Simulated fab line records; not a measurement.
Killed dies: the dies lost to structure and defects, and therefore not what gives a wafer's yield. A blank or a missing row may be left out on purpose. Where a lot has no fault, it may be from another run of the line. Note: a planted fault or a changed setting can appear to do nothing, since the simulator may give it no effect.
8D (eight disciplines) problem report, filled in by code + flow gf180mcu + the parts of the form that need people (team, actions taken, sign-off) are left out

== 1. PROBLEM STATEMENT ==
cd-nm at GF_V4_CD_MEAS_14 reads a mean of 268.5 nm on 1 wafer of 1 lot; wafers without a fault read 259.7 nm with a standard deviation of 1.3. Relative to the usual mean, that is a shift of +6.8 standard deviations.
The step: target cd 260 nm.
First observed at day 28 06:44: wafer L943.3, on cd-sem-02. Wafers with a number at this step in the record: 27, from 9 lots. By rule, "out" or "out of limits" means more than 4 standard deviations away from the usual mean. The rest of the wafers with a number are treated as sound.

== 2. WHAT THIS IS AND IS NOT ==
| question                    | is                | is not                                                              |
|-----------------------------|-------------------|---------------------------------------------------------------------|
| which readings at this step | cd-nm             | -                                                                   |
| which lots                  | L943              | L931, L932, L933, L934, L935, L936, L937, L949                      |
| which wafers of those lots  | L943.3            | L943.2, L943.6                                                      |
| read on which gauges        | cd-sem-02         | cd-sem-01                                                           |
| when                        | from day 28 06:44 | up to then (23 sound wafers); but 3 sound wafers of L949 came after |

== 3. WHAT RULES OUT EACH SUSPECT ==
Counting: a tool at a process step up to the reading stays a suspect if it ran every lot that is out. Sound lots after the first of them don't rule it out here, since some wafers of a struck lot are sound.
- the gauge at GF_V4_CD_MEAS_14: kept. All the wafers that are out were read on cd-sem-02, and no step on other tools shows them out.
- pvd-sputter-02 at GF_M4_SPUTTER_01 (material TiN, target thk 30 nm, time 25 s): kept. It ran the lot that is out, L943 (day 26 13:50); its last sound lot up to then is L931 (day 22 06:29).
- krf-scanner-02 at GF_V4_EXPOSE_11 (exposes mask Via4, target cd 260 nm): kept. It ran the lot that is out, L943 (day 27 21:41); its last sound lot up to then is L936 (day 25 13:02).
Left after counting: pvd-sputter-02 at GF_M4_SPUTTER_01, krf-scanner-02 at GF_V4_EXPOSE_11, cd-sem-02 at GF_V4_CD_MEAS_14.

== 4. THE CAUSE (what the simulator had put in) ==
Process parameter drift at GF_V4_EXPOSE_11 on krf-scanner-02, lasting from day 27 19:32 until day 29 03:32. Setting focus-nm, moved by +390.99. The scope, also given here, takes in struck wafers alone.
Counting left 3 suspects, and this tool is among them.

== 5. THE CHAIN OF EFFECTS, in route order ==
One row per reading whose mean, taken over the struck wafers that have a number, lies over 3 standard deviations from the usual. Only readings whose record carries a usual standard deviation are examined. hours: median over the lots of the time between each lot's start at the first step of this table that gives one and its start at this step. sigmas: the change, counted in usual standard deviations.
| hours | step             | reading | usual    | on struck wafers | change | sigmas |
|-------|------------------|---------|----------|------------------|--------|--------|
| 0     | GF_V4_CD_MEAS_14 | cd-nm   | 259.7 nm | 268.5            | +8.8   | +6.8   |
Later measuring or inspecting steps at which every struck wafer that the step has a row for has a number for every such reading, and none has moved that far: GF_MIM_THK_MEAS_11.

== 6. HOW IT WOULD HAVE BEEN CAUGHT EARLIER ==
The first out-of-limits reading at a measuring or inspecting step in this record came at day 28 06:44, 11 hours after the fault's start at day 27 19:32.
No tool reading at GF_V4_EXPOSE_11 that has a usual standard deviation in the record was out on any struck wafer, so an alarm limit of 4 standard deviations on those readings would not have fired.
By day 28 06:44 the whole set of lots that are out, 1 in number, had already begun GF_V4_EXPOSE_11 on krf-scanner-02. A hold on the tool at that time would have spared none of them.
